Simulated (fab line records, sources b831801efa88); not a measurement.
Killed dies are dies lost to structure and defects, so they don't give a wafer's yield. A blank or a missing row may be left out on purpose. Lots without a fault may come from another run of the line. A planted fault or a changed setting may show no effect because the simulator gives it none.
A struck lot beside a sound one | flow sky130 | 35 steps out of a route of 708
Sound: wafers L620.2, L620.3, L620.5. Struck: wafers L605.2, L605.5, L605.6. The cause comes at the end.
At each step with rows: each side's tool, then ch and its chambers, then its first start. Under that, the readings that differ: sound wafers | struck wafers | difference of the means | sigmas: that difference in standard deviations of wafers without a fault.
alike: readings whose means differ by less than 2 such deviations, and words and numbers that are the same on both sides. not compared: withheld readings, readings that some wafer has no value for, bounds like >300 that may hide the same value, and numbers for which the record gives no deviation and whose values overlap.
The two part at a step that has a row with sigmas, a row that says differs or no value, or rows on one side only. Numbers that don't overlap but have no deviation are shown without sigmas and don't part them. A reading that every wafer of one side lacks parts them only if that side has two wafers or more.

first, 10 steps without rows for these wafers: SKY_POLY_CUT_ETCH_10 (etches BARC in N2/H2, stops on SiO2, time 45.9 s, target depth 60 nm); SKY_POLY_CUT_ETCH_11 (etches Si3N4 in CF4/CH2F2/Ar, stops on poly-Si, time 42.5 s, target depth 60 nm); SKY_POLY_CUT_STRIP_12 (strips in O2/N2); SKY_SD_P_DEHYDRATE_00 (time 60 s); SKY_SD_P_HMDS_01 (prime time 60 s); SKY_SD_P_COAT_02 (resist thk 1140 nm); SKY_SD_P_SOFTBAKE_03 (time 60 s); SKY_SD_P_EXPOSE_04 (exposes mask PSDM, target cd 380 nm); SKY_SD_P_PEB_05; SKY_SD_P_DEVELOP_06 (develop time 60 s).
SKY_SD_P_IMPLANT_09:
  sound on implanter-04 ch 0, day 33 01:53; struck on implanter-02 ch 0, day 28 18:58
  alike: faraday_current_uA
SKY_SD_P_STRIP_10: strips in O2/N2.
  sound on plasma_asher-02 ch 0,1, day 33 02:01; struck on plasma_asher-02 ch 0,1, day 28 19:05
  reading                      | sound             | struck            | difference | sigmas
  strip_time_to_endpoint_s (s) | 17.56 17.56 17.50 | 17.00 17.05 17.03 | -0.51      | -14
  alike: drypump_motor_current_A, n2_flow_sccm, oes_product_au
  not compared: rf_hours_counter_h
SKY_SD_P_TW_MEAS_11:
  sound on film_metro-03, day 33 02:07; struck on film_metro-02, day 28 19:25
  reading | sound          | struck         | difference | sigmas
  SD_P_TW | 2831 2836 2836 | 2683 2684 2684 | -151       | -9
  not compared: hold
then, 20 steps without rows for these wafers: SKY_RES_XHIGH_HMDS_01 (prime time 60 s); SKY_RES_XHIGH_COAT_02 (resist thk 1140 nm); SKY_RES_XHIGH_SOFTBAKE_03 (time 60 s); SKY_RES_XHIGH_EXPOSE_04 (exposes mask URPM, target cd 1270 nm); SKY_RES_XHIGH_PEB_05; SKY_RES_XHIGH_DEVELOP_06 (develop time 60 s); SKY_RES_XHIGH_IMPLANT_07; SKY_RES_XHIGH_STRIP_08 (strips in O2/N2); SKY_SD_N_DEHYDRATE_00 (time 60 s); SKY_SD_N_HMDS_01 (prime time 60 s); SKY_SD_N_COAT_02 (resist thk 1140 nm); SKY_SD_N_SOFTBAKE_03 (time 60 s); SKY_SD_N_EXPOSE_04 (exposes mask NSDM, target cd 380 nm); SKY_SD_N_PEB_05; SKY_SD_N_DEVELOP_06 (develop time 60 s); SKY_SD_N_IMPLANT_09; SKY_SD_N_IMPLANT_10; SKY_SD_N_STRIP_11 (strips in O2/N2); SKY_SD_N_CLEAN_13 (cleans in SC1/SC2, time 150 s); SKY_SD_N_RTA_14 (time 2 s).
-- the record jumps here: 2 days lie between the struck wafers' starts before and after --
SKY_SD_N_RS_MEAS_17: measures by four-point-probe.
  sound on film_metro-01, day 35 07:20; struck on film_metro-03, day 31 04:41
  reading          | sound             | struck            | difference | sigmas
  SD_P_RS (ohm/sq) | 147.0 146.5 147.1 | 150.8 150.9 150.7 | +3.9       | +11
  not compared: hold
-- the record jumps here: 17 days lie between the struck wafers' starts before and after (it left off in module SD_N and takes up again in module PAD_OPEN, whose first step shown is number 708 of the route) --
SKY_PAD_OPEN_PROBE_99:
  sound on prober-02, day 50 22:31; struck on prober-02, day 48 05:18
  reading                             | sound             | struck            | difference | sigmas
  model.etest.res_high_po.line_ohm_um | 737.2 730.8 745.6 | 872 896.5 918.1   | +158       |
  model.etest.licon_high_po.rc_ohm    | 351.5 349.6 373.4 | 500.2 520 501.4   | +149.0     |
  model.etest.res_pdiff.line_ohm_um   | 1376 1356 1369    | 1454 1446 1462    | +87        |
  model.etest.res_high_po.rs_ohm_sq   | 256.9 256.4 258.8 | 308.2 308.4 317.6 | +54.0      |
  model.etest.res_pdiff_hv.rs_ohm_sq  | 188.8 189.1 190.3 | 204.4 204.9 204   | +15.0      |
  model.etest.res_pdiff.rs_ohm_sq     | 195.1 196 196.2   | 208.8 209.6 209   | +13.4      |
  alike: killed_at_M0_to_M3, killed_at_M4_up, killed_at_contacts, killed_at_front_end, killed_at_other, killed_dies, killed_open, killed_short
  not compared: model.etest.licon_pdiff.rc_ohm

WHERE THEY PART
First at SKY_SD_P_STRIP_10; last, within this record, at SKY_SD_N_RS_MEAS_17. Later steps at which nothing parts them and some readings are alike: SKY_PAD_OPEN_PROBE_99.

WHY: what the simulator had put in
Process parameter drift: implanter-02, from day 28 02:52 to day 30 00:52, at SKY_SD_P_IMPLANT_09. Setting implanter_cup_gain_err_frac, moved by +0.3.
